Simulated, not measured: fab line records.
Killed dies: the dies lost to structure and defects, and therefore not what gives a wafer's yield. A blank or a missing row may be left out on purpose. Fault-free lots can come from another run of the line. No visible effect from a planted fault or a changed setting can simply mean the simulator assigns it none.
What tool caused it? + flow gf180mcu + 12 lots with 35 wafers sampled at 3 steps, on a route of 602 steps

## WHAT THE GAUGES READ, wafer by wafer
GF_M4_OVL_MEAS_15. Usual: for M4_OVL the level is 0 nm and the standard deviation is 5.4.
| lot  | measured     | on         | M4_OVL (nm) | flag |
|------|--------------|------------|-------------|------|
| L772 | day 23 05:32 | overlay-02 | -3 0        |      |
| L773 | day 23 11:04 | overlay-01 | -3 -5 -2    |      |
| L775 | day 24 03:21 | overlay-01 | 1 5 -4      |      |
| L776 | day 24 15:00 | overlay-02 | -5 1 -1     |      |
| L781 | day 26 15:50 | overlay-01 | 2 -1 5      |      |
| L782 | day 26 21:44 | overlay-02 | -5 -8 -1    |      |
| L785 | day 27 14:10 | overlay-02 | 3 -1 5      |      |
| L786 | day 27 23:36 | overlay-02 | 0 -5 -6     |      |
| L787 | day 28 06:44 | overlay-01 | 1 -5 0      |      |
| L790 | day 28 21:05 | overlay-01 | -1 0 -5     |      |
| L792 | day 29 17:00 | overlay-02 | -3 -1 2     |      |
| L793 | day 30 04:07 | overlay-02 | -1 2 -4     |      |

GF_V4_BOW_MEAS_05. Usual: for V4_BOW the level is 133 um and the standard deviation is 8.9.
| lot  | measured     | on            | V4_BOW (um) | flag |
|------|--------------|---------------|-------------|------|
| L772 | day 23 06:56 | film_metro-01 | 125 132     |      |
| L773 | day 23 12:22 | film_metro-04 | 131 137 126 |      |
| L775 | day 24 04:37 | film_metro-03 | 137 149 138 |      |
| L776 | day 24 16:18 | film_metro-03 | 123 134 141 |      |
| L781 | day 26 17:09 | film_metro-01 | 129 135 125 |      |
| L782 | day 26 23:22 | film_metro-03 | 134 127 133 |      |
| L785 | day 27 15:28 | film_metro-04 | 144 149 160 |      |
| L786 | day 28 00:53 | film_metro-03 | 130 135 135 |      |
| L787 | day 28 08:01 | film_metro-01 | 147 127 139 |      |
| L790 | day 28 22:43 | film_metro-01 | 137 142 136 |      |
| L792 | day 29 18:17 | film_metro-04 | 125 125 127 |      |
| L793 | day 30 05:26 | film_metro-03 | 133 124 135 |      |

## TOOL THAT RAN EACH LOT (tool first, then ch and the chambers of the sampled wafers, then the start)
| lot  | GF_M4_METAL_ETCH_16               |
|------|-----------------------------------|
| L772 | rie_metal-02 ch 0, day 23 05:34   |
| L773 | rie_metal-02 ch 0,1, day 23 11:08 |
| L775 | rie_metal-02 ch 0,1, day 24 03:23 |
| L776 | rie_metal-03 ch 0, day 24 15:02   |
| L781 | rie_metal-01 ch 1, day 26 15:52   |
| L782 | rie_metal-01 ch 0,1, day 26 21:46 |
| L785 | rie_metal-03 ch 0,1, day 27 14:11 |
| L786 | rie_metal-03 ch 0,1, day 27 23:40 |
| L787 | rie_metal-03 ch 1, day 28 06:46   |
| L790 | rie_metal-03 ch 0, day 28 21:07   |
| L792 | rie_metal-02 ch 0,1, day 29 17:04 |
| L793 | rie_metal-03 ch 0,1, day 30 04:09 |
- GF_M4_METAL_ETCH_16: etches the open film in Cl2/BCl3, stops on SiO2, target depth 750.8 nm, time 125.1 s.

## AS READ BY THE TOOLS THEMSELVES (means over the sampled wafers that have a number; for cases with no such wafer, the mark the record gives instead)
GF_M4_METAL_ETCH_16. Usual: drypump_motor_current_A 5.5 A, standard deviation 0.67; he_backside_leak_sccm 3.3 sccm, standard deviation 0.31; oes_product_au 0.987 a.u., standard deviation 0.0076; throttle_valve_pct 28.232 %, standard deviation 0.011.
| lot  | tool         | drypump_motor_current_A (A) | he_backside_leak_sccm (sccm) | oes_product_au (a.u.) | throttle_valve_pct (%) | flag |
|------|--------------|-----------------------------|------------------------------|-----------------------|------------------------|------|
| L772 | rie_metal-02 | 4.8                         | 3.0                          | 0.972                 | 28.239                 |      |
| L773 | rie_metal-02 | 5.1                         | 3.1                          | 0.981                 | 28.248                 |      |
| L775 | rie_metal-02 | 5.1                         | 3.1                          | 0.982                 | 28.240                 |      |
| L776 | rie_metal-03 | 5.9                         | 3.4                          | 0.988                 | 28.242                 |      |
| L781 | rie_metal-01 | 4.7                         | 3.4                          | 0.989                 | 28.237                 |      |
| L782 | rie_metal-01 | 4.8                         | 3.5                          | 0.992                 | 28.216                 |      |
| L785 | rie_metal-03 | 6.1                         | 3.2                          | 0.989                 | 28.234                 |      |
| L786 | rie_metal-03 | 6.3                         | 3.3                          | 0.994                 | 28.219                 |      |
| L787 | rie_metal-03 | 6.5                         | 3.2                          | 0.993                 | 28.221                 |      |
| L790 | rie_metal-03 | 6.0                         | 3.2                          | 0.990                 | 28.234                 |      |
| L792 | rie_metal-02 | 5.1                         | 3.1                          | 0.994                 | 28.232                 |      |
| L793 | rie_metal-03 | 6.1                         | 3.3                          | 0.982                 | 28.236                 |      |

## THE ANSWER, worked out from the rows above alone
Rule: lot off if the mean of its wafers having a number is beyond 3 standard deviations from the usual mean. A lot without any number at a reading at which 4 lots or more have one is off too. All remaining lots with rows at the step are treated as sound. Order of review: gauges by route order, followed by the tools' own readings, for which a lot's mean as printed above is used. At the first step where some lot is off, the reading lying furthest off is the one used; lots without a number count as furthest.
No lot is off on any of the readings shown, so nothing can be concluded from this.

## WHAT THE SIMULATOR HAD INSERTED
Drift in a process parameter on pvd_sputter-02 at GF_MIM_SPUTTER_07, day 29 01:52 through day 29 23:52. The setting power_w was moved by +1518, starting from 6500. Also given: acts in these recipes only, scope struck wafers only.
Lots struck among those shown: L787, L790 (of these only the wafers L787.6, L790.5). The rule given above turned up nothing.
